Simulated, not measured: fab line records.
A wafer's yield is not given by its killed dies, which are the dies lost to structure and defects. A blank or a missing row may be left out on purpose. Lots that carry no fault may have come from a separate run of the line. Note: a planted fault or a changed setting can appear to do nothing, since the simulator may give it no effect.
The tool behind it: which one? || flow gf180mcu || 24 lots, 72 wafers sampled, at 6 steps of a route of 602

WHAT THE GAUGES SHOWED, per wafer
GF_NWELL_OVL_MEAS_07.
{"lot": "L074", "measured": "day 3 06:08", "on": "overlay-01", "NWELL_OVL (nm)": "0.6 0.4 2.4"}
{"lot": "L075", "measured": "day 3 12:26", "on": "overlay-02", "NWELL_OVL (nm)": "-2.1 -2.3 -1.9"}
{"lot": "L076", "measured": "day 3 18:12", "on": "overlay-01", "NWELL_OVL (nm)": "-1.8 0.2 -1.2"}
{"lot": "L077", "measured": "day 4 03:20", "on": "overlay-01", "NWELL_OVL (nm)": "0.6 2.0 0.9"}
{"lot": "L078", "measured": "day 4 07:26", "on": "overlay-02", "NWELL_OVL (nm)": "0.8 0.4 -0.4"}
{"lot": "L079", "measured": "day 4 11:04", "on": "overlay-02", "NWELL_OVL (nm)": "0.5 2.0 3.7"}
{"lot": "L080", "measured": "day 4 18:59", "on": "overlay-02", "NWELL_OVL (nm)": "-3.4 -1.7 -1.9"}
{"lot": "L081", "measured": "day 4 23:27", "on": "overlay-01", "NWELL_OVL (nm)": "-0.7 -1.0 0.3"}
{"lot": "L082", "measured": "day 5 02:00", "on": "overlay-01", "NWELL_OVL (nm)": "2.4 0.0 0.9"}
{"lot": "L083", "measured": "day 5 08:19", "on": "overlay-01", "NWELL_OVL (nm)": "2.6 0.5 1.7"}
{"lot": "L084", "measured": "day 5 14:43", "on": "overlay-01", "NWELL_OVL (nm)": "-0.9 -0.9 -1.0"}
{"lot": "L085", "measured": "day 5 20:04", "on": "overlay-01", "NWELL_OVL (nm)": "-0.2 1.0 0.5"}
{"lot": "L086", "measured": "day 6 02:45", "on": "overlay-02", "NWELL_OVL (nm)": "0.3 2.0 0.3"}
{"lot": "L087", "measured": "day 6 07:21", "on": "overlay-02", "NWELL_OVL (nm)": "-1.5 -0.3 -0.4"}
{"lot": "L088", "measured": "day 6 12:00", "on": "overlay-01", "NWELL_OVL (nm)": "-0.8 -0.8 -0.3"}
{"lot": "L089", "measured": "day 6 17:01", "on": "overlay-02", "NWELL_OVL (nm)": "-2.8 -2.5 -2.8"}
{"lot": "L090", "measured": "day 7 00:14", "on": "overlay-02", "NWELL_OVL (nm)": "1.9 4.0 2.4"}
{"lot": "L091", "measured": "day 7 03:46", "on": "overlay-02", "NWELL_OVL (nm)": "0.6 1.7 0.8"}
{"lot": "L092", "measured": "day 7 12:05", "on": "overlay-02", "NWELL_OVL (nm)": "0.3 1.3 0.0"}
{"lot": "L093", "measured": "day 7 15:10", "on": "overlay-02", "NWELL_OVL (nm)": "-0.7 -0.9 -1.7"}
{"lot": "L094", "measured": "day 7 20:32", "on": "overlay-02", "NWELL_OVL (nm)": "-0.5 -2.3 -2.1"}
{"lot": "L095", "measured": "day 8 03:20", "on": "overlay-01", "NWELL_OVL (nm)": "3.8 2.7 2.1"}
{"lot": "L096", "measured": "day 8 08:19", "on": "overlay-02", "NWELL_OVL (nm)": "-0.3 -1.2 0.2"}
{"lot": "L097", "measured": "day 8 14:40", "on": "overlay-01", "NWELL_OVL (nm)": "2.9 2.4 3.0"}

GF_POLY_GATE_OVL_MEAS_11.
{"lot": "L074", "measured": "day 9 04:22", "on": "overlay-01", "POLY_GATE_OVL (nm)": "-17 -12 -14"}
{"lot": "L075", "measured": "day 9 10:31", "on": "overlay-01", "POLY_GATE_OVL (nm)": "-6 8 -2"}
{"lot": "L076", "measured": "day 9 18:23", "on": "overlay-02", "POLY_GATE_OVL (nm)": "8 0 0"}
{"lot": "L077", "measured": "day 10 07:23", "on": "overlay-01", "POLY_GATE_OVL (nm)": "-6 -6 -7"}
{"lot": "L078", "measured": "day 10 13:07", "on": "overlay-02", "POLY_GATE_OVL (nm)": "2 4 6"}
{"lot": "L079", "measured": "day 10 20:01", "on": "overlay-02", "POLY_GATE_OVL (nm)": "3 8 2"}
{"lot": "L080", "measured": "day 11 05:23", "on": "overlay-02", "POLY_GATE_OVL (nm)": "4 6 7"}
{"lot": "L081", "measured": "day 11 08:14", "on": "overlay-02", "POLY_GATE_OVL (nm)": "-8 -5 -5"}
{"lot": "L082", "measured": "day 11 15:28", "on": "overlay-02", "POLY_GATE_OVL (nm)": "5 1 0"}
{"lot": "L083", "measured": "day 11 23:55", "on": "overlay-02", "POLY_GATE_OVL (nm)": "-7 -12 -13"}
{"lot": "L084", "measured": "day 12 08:11", "on": "overlay-01", "POLY_GATE_OVL (nm)": "5 2 6"}
{"lot": "L085", "measured": "day 12 12:31", "on": "overlay-02", "POLY_GATE_OVL (nm)": "0 -3 -17"}
{"lot": "L086", "measured": "day 12 22:47", "on": "overlay-01", "POLY_GATE_OVL (nm)": "4 -1 -2"}
{"lot": "L087", "measured": "day 13 03:47", "on": "overlay-01", "POLY_GATE_OVL (nm)": "-1 -5 -4"}
{"lot": "L088", "measured": "day 13 09:11", "on": "overlay-02", "POLY_GATE_OVL (nm)": "2 -2 1"}
{"lot": "L089", "measured": "day 13 18:49", "on": "overlay-01", "POLY_GATE_OVL (nm)": "-8 -7 -5"}
{"lot": "L090", "measured": "day 14 01:07", "on": "overlay-01", "POLY_GATE_OVL (nm)": "3 -4 5"}
{"lot": "L091", "measured": "day 14 08:55", "on": "overlay-02", "POLY_GATE_OVL (nm)": "-7 2 -3"}
{"lot": "L092", "measured": "day 14 18:01", "on": "overlay-02", "POLY_GATE_OVL (nm)": "-11 -6 -8"}
{"lot": "L093", "measured": "day 15 00:19", "on": "overlay-01", "POLY_GATE_OVL (nm)": "4 12 6"}
{"lot": "L094", "measured": "day 15 06:19", "on": "overlay-02", "POLY_GATE_OVL (nm)": "5 5 3"}
{"lot": "L095", "measured": "day 15 15:06", "on": "overlay-02", "POLY_GATE_OVL (nm)": "5 -2 2"}
{"lot": "L096", "measured": "day 15 22:46", "on": "overlay-01", "POLY_GATE_OVL (nm)": "2 2 -8"}
{"lot": "L097", "measured": "day 16 07:07", "on": "overlay-02", "POLY_GATE_OVL (nm)": "-1 -7 -3"}

GF_SALICIDE_THK_MEAS_05: measures by xrf.
{"lot": "L074", "measured": "day 15 03:08", "on": "film_metro-03", "SALICIDE_TIN_THK (nm)": "20.32 20.11 19.93"}
{"lot": "L075", "measured": "day 15 13:42", "on": "film_metro-04", "SALICIDE_TIN_THK (nm)": "20.16 20.66 20.40"}
{"lot": "L076", "measured": "day 15 23:26", "on": "film_metro-01", "SALICIDE_TIN_THK (nm)": "20.46 20.37 20.31"}
{"lot": "L077", "measured": "day 16 12:26", "on": "film_metro-01", "SALICIDE_TIN_THK (nm)": "20.52 20.15 20.64"}
{"lot": "L078", "measured": "day 16 22:38", "on": "film_metro-03", "SALICIDE_TIN_THK (nm)": "20.65 20.27 20.84"}
{"lot": "L079", "measured": "day 17 05:14", "on": "film_metro-04", "SALICIDE_TIN_THK (nm)": "20.47 20.45 20.51"}
{"lot": "L080", "measured": "day 17 18:41", "on": "film_metro-04", "SALICIDE_TIN_THK (nm)": "19.99 20.27 20.10"}
{"lot": "L081", "measured": "day 17 20:34", "on": "film_metro-04", "SALICIDE_TIN_THK (nm)": "20.77 20.47 20.08"}
{"lot": "L082", "measured": "day 18 10:59", "on": "film_metro-01", "SALICIDE_TIN_THK (nm)": "20.12 20.34 20.30"}
{"lot": "L083", "measured": "day 18 16:31", "on": "film_metro-01", "SALICIDE_TIN_THK (nm)": "20.12 20.46 20.43"}
{"lot": "L084", "measured": "day 19 01:05", "on": "film_metro-03", "SALICIDE_TIN_THK (nm)": "20.08 20.69 19.97"}
{"lot": "L085", "measured": "day 19 10:10", "on": "film_metro-01", "SALICIDE_TIN_THK (nm)": "20.49 20.10 20.02"}
{"lot": "L086", "measured": "day 19 22:09", "on": "film_metro-01", "SALICIDE_TIN_THK (nm)": "20.26 20.37 20.94"}
{"lot": "L087", "measured": "day 20 01:37", "on": "film_metro-03", "SALICIDE_TIN_THK (nm)": "20.12 19.54 19.94"}
{"lot": "L088", "measured": "day 20 09:51", "on": "film_metro-04", "SALICIDE_TIN_THK (nm)": "19.99 20.06 20.27"}
{"lot": "L089", "measured": "day 20 19:31", "on": "film_metro-01", "SALICIDE_TIN_THK (nm)": "20.83 20.30 20.63"}
{"lot": "L090", "measured": "day 21 04:55", "on": "film_metro-04", "SALICIDE_TIN_THK (nm)": "20.66 20.09 20.02"}
{"lot": "L091", "measured": "day 21 13:10", "on": "film_metro-01", "SALICIDE_TIN_THK (nm)": "20.99 20.32 21.07"}
{"lot": "L092", "measured": "day 21 22:38", "on": "film_metro-01", "SALICIDE_TIN_THK (nm)": "20.68 20.27 20.37"}
{"lot": "L093", "measured": "day 22 06:43", "on": "film_metro-01", "SALICIDE_TIN_THK (nm)": "20.20 20.30 20.24"}
{"lot": "L094", "measured": "day 22 12:05", "on": "film_metro-01", "SALICIDE_TIN_THK (nm)": "20.48 20.35 20.63"}
{"lot": "L095", "measured": "day 22 22:02", "on": "film_metro-01", "SALICIDE_TIN_THK (nm)": "20.47 20.40 20.13"}
{"lot": "L096", "measured": "day 23 04:44", "on": "film_metro-01", "SALICIDE_TIN_THK (nm)": "20.38 20.67 20.45"}
{"lot": "L097", "measured": "day 23 14:14", "on": "film_metro-04", "SALICIDE_TIN_THK (nm)": "20.58 19.92 20.10"}

GF_V1_CD_MEAS_14: target cd 260 nm.
{"lot": "L074", "measured": "day 18 02:50", "on": "cd_sem-02", "cd_nm (nm)": "259.8 259.5 259.6"}
{"lot": "L075", "measured": "day 18 15:34", "on": "cd_sem-02", "cd_nm (nm)": "257.9 259.4 260.2"}
{"lot": "L076", "measured": "day 19 02:02", "on": "cd_sem-02", "cd_nm (nm)": "259.2 259.1 258.8"}
{"lot": "L077", "measured": "day 19 15:16", "on": "cd_sem-02", "cd_nm (nm)": "258.2 257.8 258.0"}
{"lot": "L078", "measured": "day 20 03:05", "on": "cd_sem-02", "cd_nm (nm)": "258.0 259.6 258.7"}
{"lot": "L079", "measured": "day 20 09:13", "on": "cd_sem-02", "cd_nm (nm)": "260.4 260.1 260.7"}
{"lot": "L080", "measured": "day 21 01:35", "on": "cd_sem-01", "cd_nm (nm)": "261.7 262.4 262.6"}
{"lot": "L081", "measured": "day 21 01:52", "on": "cd_sem-02", "cd_nm (nm)": "259.4 259.7 259.6"}
{"lot": "L082", "measured": "day 21 15:44", "on": "cd_sem-01", "cd_nm (nm)": "258.4 258.8 259.0"}
{"lot": "L083", "measured": "day 21 21:18", "on": "cd_sem-02", "cd_nm (nm)": "261.4 260.8 259.5"}
{"lot": "L084", "measured": "day 22 05:43", "on": "cd_sem-02", "cd_nm (nm)": "261.4 262.2 262.0"}
{"lot": "L085", "measured": "day 22 14:39", "on": "cd_sem-02", "cd_nm (nm)": "259.8 259.4 258.7"}
{"lot": "L086", "measured": "day 23 02:26", "on": "cd_sem-02", "cd_nm (nm)": "257.6 259.0 259.0"}
{"lot": "L087", "measured": "day 23 04:32", "on": "cd_sem-01", "cd_nm (nm)": "261.3 261.6 259.8"}
{"lot": "L088", "measured": "day 23 13:31", "on": "cd_sem-02", "cd_nm (nm)": "261.0 260.6 261.0"}
{"lot": "L089", "measured": "day 23 21:30", "on": "cd_sem-02", "cd_nm (nm)": "260.8 259.1 260.9"}
{"lot": "L090", "measured": "day 24 06:50", "on": "cd_sem-01", "cd_nm (nm)": "262.3 262.9 261.7"}
{"lot": "L091", "measured": "day 24 14:31", "on": "cd_sem-02", "cd_nm (nm)": "258.9 260.5 260.2"}
{"lot": "L092", "measured": "day 24 22:55", "on": "cd_sem-01", "cd_nm (nm)": "262.6 262.0 260.8"}
{"lot": "L093", "measured": "day 25 06:54", "on": "cd_sem-02", "cd_nm (nm)": "261.2 259.5 260.1"}
{"lot": "L094", "measured": "day 25 09:50", "on": "cd_sem-02", "cd_nm (nm)": "260.4 259.5 259.1"}
{"lot": "L095", "measured": "day 25 19:48", "on": "cd_sem-02", "cd_nm (nm)": "259.9 259.5 259.7"}
{"lot": "L096", "measured": "day 26 02:43", "on": "cd_sem-01", "cd_nm (nm)": "260.8 260.3 259.5"}
{"lot": "L097", "measured": "day 26 11:33", "on": "cd_sem-02", "cd_nm (nm)": "259.1 259.3 258.7"}

GF_V2_CD_MEAS_14: target cd 260 nm.
{"lot": "L074", "measured": "day 20 06:37", "on": "cd_sem-02", "cd_nm (nm)": "261.2 262.4 261.3"}
{"lot": "L075", "measured": "day 20 21:01", "on": "cd_sem-01", "cd_nm (nm)": "259.1 259.6 258.7"}
{"lot": "L076", "measured": "day 21 06:59", "on": "cd_sem-02", "cd_nm (nm)": "261.7 260.5 259.4"}
{"lot": "L077", "measured": "day 21 19:32", "on": "cd_sem-02", "cd_nm (nm)": "260.5 260.1 260.2"}
{"lot": "L078", "measured": "day 22 06:43", "on": "cd_sem-02", "cd_nm (nm)": "260.6 260.4 260.8"}
{"lot": "L079", "measured": "day 22 13:03", "on": "cd_sem-01", "cd_nm (nm)": "260.0 259.2 258.2"}
{"lot": "L080", "measured": "day 23 03:04", "on": "cd_sem-02", "cd_nm (nm)": "262.6 262.7 263.6"}
{"lot": "L081", "measured": "day 23 03:24", "on": "cd_sem-01", "cd_nm (nm)": "259.0 259.9 258.4"}
{"lot": "L082", "measured": "day 23 18:14", "on": "cd_sem-01", "cd_nm (nm)": "263.0 261.5 263.2"}
{"lot": "L083", "measured": "day 23 21:39", "on": "cd_sem-02", "cd_nm (nm)": "259.5 258.9 259.5"}
{"lot": "L084", "measured": "day 24 06:32", "on": "cd_sem-02", "cd_nm (nm)": "263.4 263.1 262.2"}
{"lot": "L085", "measured": "day 24 15:08", "on": "cd_sem-01", "cd_nm (nm)": "259.5 259.5 259.9"}
{"lot": "L086", "measured": "day 25 01:49", "on": "cd_sem-01", "cd_nm (nm)": "260.6 261.0 260.6"}
{"lot": "L087", "measured": "day 25 04:19", "on": "cd_sem-01", "cd_nm (nm)": "259.0 258.9 260.2"}
{"lot": "L088", "measured": "day 25 13:07", "on": "cd_sem-02", "cd_nm (nm)": "260.4 259.6 260.7"}
{"lot": "L089", "measured": "day 25 19:50", "on": "cd_sem-01", "cd_nm (nm)": "258.3 259.5 259.2"}
{"lot": "L090", "measured": "day 26 05:16", "on": "cd_sem-02", "cd_nm (nm)": "260.6 260.0 259.6"}
{"lot": "L091", "measured": "day 26 12:48", "on": "cd_sem-01", "cd_nm (nm)": "261.2 261.1 261.3"}
{"lot": "L092", "measured": "day 26 21:04", "on": "cd_sem-01", "cd_nm (nm)": "260.2 260.9 259.3"}
{"lot": "L093", "measured": "day 27 03:19", "on": "cd_sem-01", "cd_nm (nm)": "260.7 259.1 259.4"}
{"lot": "L094", "measured": "day 27 06:13", "on": "cd_sem-02", "cd_nm (nm)": "257.6 258.3 257.4"}
{"lot": "L095", "measured": "day 27 16:02", "on": "cd_sem-01", "cd_nm (nm)": "259.4 261.4 260.8"}
{"lot": "L096", "measured": "day 27 22:49", "on": "cd_sem-01", "cd_nm (nm)": "260.1 260.7 259.5"}
{"lot": "L097", "measured": "day 28 07:42", "on": "cd_sem-01", "cd_nm (nm)": "259.7 259.6 259.7"}

GF_M3_CD_MEAS_14: target cd 280 nm.
{"lot": "L074", "measured": "day 21 08:41", "on": "cd_sem-01", "cd_nm (nm)": "278.2 278.7 278.7"}
{"lot": "L075", "measured": "day 21 22:47", "on": "cd_sem-02", "cd_nm (nm)": "280.9 281.9 281.8"}
{"lot": "L076", "measured": "day 22 08:35", "on": "cd_sem-02", "cd_nm (nm)": "279.6 280.9 279.4"}
{"lot": "L077", "measured": "day 22 20:37", "on": "cd_sem-01", "cd_nm (nm)": "279.7 279.0 279.9"}
{"lot": "L078", "measured": "day 23 07:38", "on": "cd_sem-01", "cd_nm (nm)": "279.6 281.5 281.2"}
{"lot": "L079", "measured": "day 23 14:13", "on": "cd_sem-02", "cd_nm (nm)": "280.1 279.4 279.5"}
{"lot": "L080", "measured": "day 24 03:07", "on": "cd_sem-01", "cd_nm (nm)": "278.4 279.4 278.9"}
{"lot": "L081", "measured": "day 24 03:19", "on": "cd_sem-02", "cd_nm (nm)": "279.3 278.4 279.2"}
{"lot": "L082", "measured": "day 24 17:50", "on": "cd_sem-01", "cd_nm (nm)": "280.4 280.8 279.1"}
{"lot": "L083", "measured": "day 24 21:55", "on": "cd_sem-02", "cd_nm (nm)": "277.2 277.7 277.3"}
{"lot": "L084", "measured": "day 25 06:26", "on": "cd_sem-02", "cd_nm (nm)": "280.9 279.9 280.2"}
{"lot": "L085", "measured": "day 25 14:47", "on": "cd_sem-02", "cd_nm (nm)": "278.3 278.8 277.2"}
{"lot": "L086", "measured": "day 26 00:53", "on": "cd_sem-01", "cd_nm (nm)": "281.7 281.4 281.9"}
{"lot": "L087", "measured": "day 26 03:23", "on": "cd_sem-02", "cd_nm (nm)": "281.8 281.2 281.9"}
{"lot": "L088", "measured": "day 26 11:40", "on": "cd_sem-01", "cd_nm (nm)": "278.7 277.7 278.8"}
{"lot": "L089", "measured": "day 26 18:37", "on": "cd_sem-01", "cd_nm (nm)": "279.0 279.1 279.5"}
{"lot": "L090", "measured": "day 27 03:40", "on": "cd_sem-01", "cd_nm (nm)": "278.9 279.9 279.0"}
{"lot": "L091", "measured": "day 27 10:59", "on": "cd_sem-02", "cd_nm (nm)": "281.0 281.4 280.0"}
{"lot": "L092", "measured": "day 27 19:18", "on": "cd_sem-01", "cd_nm (nm)": "280.1 279.3 280.9"}
{"lot": "L093", "measured": "day 28 01:14", "on": "cd_sem-02", "cd_nm (nm)": "278.6 278.8 279.4"}
{"lot": "L094", "measured": "day 28 03:49", "on": "cd_sem-02", "cd_nm (nm)": "280.1 279.9 279.9"}
{"lot": "L095", "measured": "day 28 13:47", "on": "cd_sem-01", "cd_nm (nm)": "278.7 278.3 278.3"}
{"lot": "L096", "measured": "day 28 19:52", "on": "cd_sem-02", "cd_nm (nm)": "281.6 281.9 280.8"}
{"lot": "L097", "measured": "day 29 04:56", "on": "cd_sem-02", "cd_nm (nm)": "279.4 278.5 277.8"}

WHAT TOOL EACH LOT RAN ON (gives the tool, then ch and the chambers of the sampled wafers, and finally the start)
There is no process step in the record ahead of these readings.

AS READ BY THE TOOLS THEMSELVES (means over the sampled wafers that have a number; for cases with no such wafer, the mark the record gives instead)
The record holds no such reading with a usual standard deviation.

THE ANSWER, worked out from the rows above alone
Rule: usual is defined by the lots themselves. The widest of any qualifying gaps counts: lots, ordered by their means at a reading, are off when they make up no more than a third of the lots, leave a main group of 4 or more, and stand apart from it by 3 or more times the standard deviation of that group's means. The tables above print the reading to a certain number of digits; a main group whose means all agree to those digits is not used. A lot without any number at a reading at which 4 lots or more have one is off too. All remaining lots with rows at the step are treated as sound. Order of review: gauges by route order, followed by the tools' own readings, for which a lot's mean as printed above is used. At the first step where some lot is off, the reading lying furthest off is the one used; lots without a number count as furthest.
No lot is off at any reading shown: from this, nothing can be told.

WHAT WAS PUT IN BY THE SIMULATOR
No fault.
